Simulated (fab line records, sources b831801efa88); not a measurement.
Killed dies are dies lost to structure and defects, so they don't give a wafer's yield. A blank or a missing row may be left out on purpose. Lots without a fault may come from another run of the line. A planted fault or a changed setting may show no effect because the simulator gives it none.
A struck lot beside a sound one | flow sky130 | 19 steps out of a route of 708
Sound: wafers L113.3, L113.5, L113.6. Struck: wafers L105.3, L105.5, L105.6. The cause comes at the end.
At each step with rows: each side's tool, then ch and its chambers, then its first start. Under that, the readings that differ: sound wafers | struck wafers | difference of the means | sigmas: that difference in standard deviations of wafers without a fault.
alike: readings whose means differ by less than 2 such deviations, and words and numbers that are the same on both sides. not compared: withheld readings, readings that some wafer has no value for, bounds like >300 that may hide the same value, and numbers for which the record gives no deviation and whose values overlap.
The two part at a step that has a row with sigmas, a row that says differs or no value, or rows on one side only. Numbers that don't overlap but have no deviation are shown without sigmas and don't part them. A reading that every wafer of one side lacks parts them only if that side has two wafers or more.

SKY_LDD_HVP_OVL_MEAS_07:
  sound on overlay-02, day 26 20:53; struck on overlay-02, day 23 19:42
  alike: LDD_HVP_OVL
then, 1 step without rows for these wafers: SKY_LDD_HVP_IMPLANT_08.
SKY_LDD_HVP_STRIP_09: strips in O2/N2.
  sound on plasma_asher-01 ch 0,1, day 26 21:06; struck on plasma_asher-01 ch 0,1, day 23 19:55
  alike: drypump_motor_current_A, oes_product_au, strip_time_to_endpoint_s
  not compared: rf_hours_counter_h
SKY_LDD_HVP_TW_MEAS_10:
  sound on film_metro-01, day 26 21:11; struck on film_metro-03, day 23 19:59
  alike: LDD_HVP_TW
then, 7 steps without rows for these wafers: SKY_LDD_LDN_DEHYDRATE_00 (time 60 s); SKY_LDD_LDN_HMDS_01 (prime time 60 s); SKY_LDD_LDN_COAT_02 (resist thk 1140 nm); SKY_LDD_LDN_SOFTBAKE_03 (time 57.86 s); SKY_LDD_LDN_EXPOSE_04 (exposes mask LDNTM, target cd 700 nm); SKY_LDD_LDN_PEB_05; SKY_LDD_LDN_DEVELOP_06 (develop time 60 s).
SKY_LDD_LDN_OVL_MEAS_07:
  sound on overlay-02, day 28 01:39; struck on overlay-02, day 25 02:09
  alike: LDD_LDN_OVL
SKY_LDD_LDN_IMPLANT_08:
  sound on implanter-03 ch 0, day 28 01:43; struck on implanter-02 ch 0, day 25 02:13
  reading            | sound                           | struck                           | difference  | sigmas
  dose_ions_cm2      | 1.2479e+13 1.2488e+13 1.247e+13 | 2.1658e+13 2.1663e+13 2.1663e+13 | +9.1823e+12 | +99 or more
  faraday_current_uA | 69.7 71.7 69.9                  | 126.1 115.3 122.6                | +50.9       | +34
  alike: beam_on_s
then, 3 steps without rows for these wafers: SKY_LDD_LDN_IMPLANT_09; SKY_LDD_LDN_IMPLANT_10; SKY_LDD_LDN_IMPLANT_11.
SKY_LDD_LDN_STRIP_12: strips in O2/N2.
  sound on plasma_asher-01 ch 0,1, day 28 02:19; struck on plasma_asher-01 ch 0,1, day 25 02:49
  alike: drypump_motor_current_A, oes_product_au, strip_time_to_endpoint_s
  not compared: rf_hours_counter_h
SKY_LDD_LDN_TW_MEAS_13:
  sound on film_metro-03, day 28 02:23; struck on film_metro-03, day 25 03:07
  reading    | sound          | struck         | difference | sigmas
  LDD_LDN_TW | 1502 1495 1504 | 1573 1574 1573 | +73        | +7
  not compared: hold
-- the record jumps here: 22 days lie between the struck wafers' starts before and after (it left off in module LDD_LDN and takes up again in module PAD_OPEN, whose first step shown is number 708 of the route) --
SKY_PAD_OPEN_PROBE_99:
  sound on prober-01, day 49 06:35; struck on prober-02, day 47 13:29
  reading                         | sound          | struck         | difference | sigmas
  model.etest.tip_sonos.rs_ohm_sq | 2584 2623 2558 | 2509 2509 2534 | -71        |

WHERE THEY PART
First at SKY_LDD_LDN_IMPLANT_08; last, within this record, at SKY_LDD_LDN_TW_MEAS_13.

WHY: what the simulator had put in
Process parameter drift: implanter-02, from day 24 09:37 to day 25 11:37, at SKY_LDD_LDN_IMPLANT_08. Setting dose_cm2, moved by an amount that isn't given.
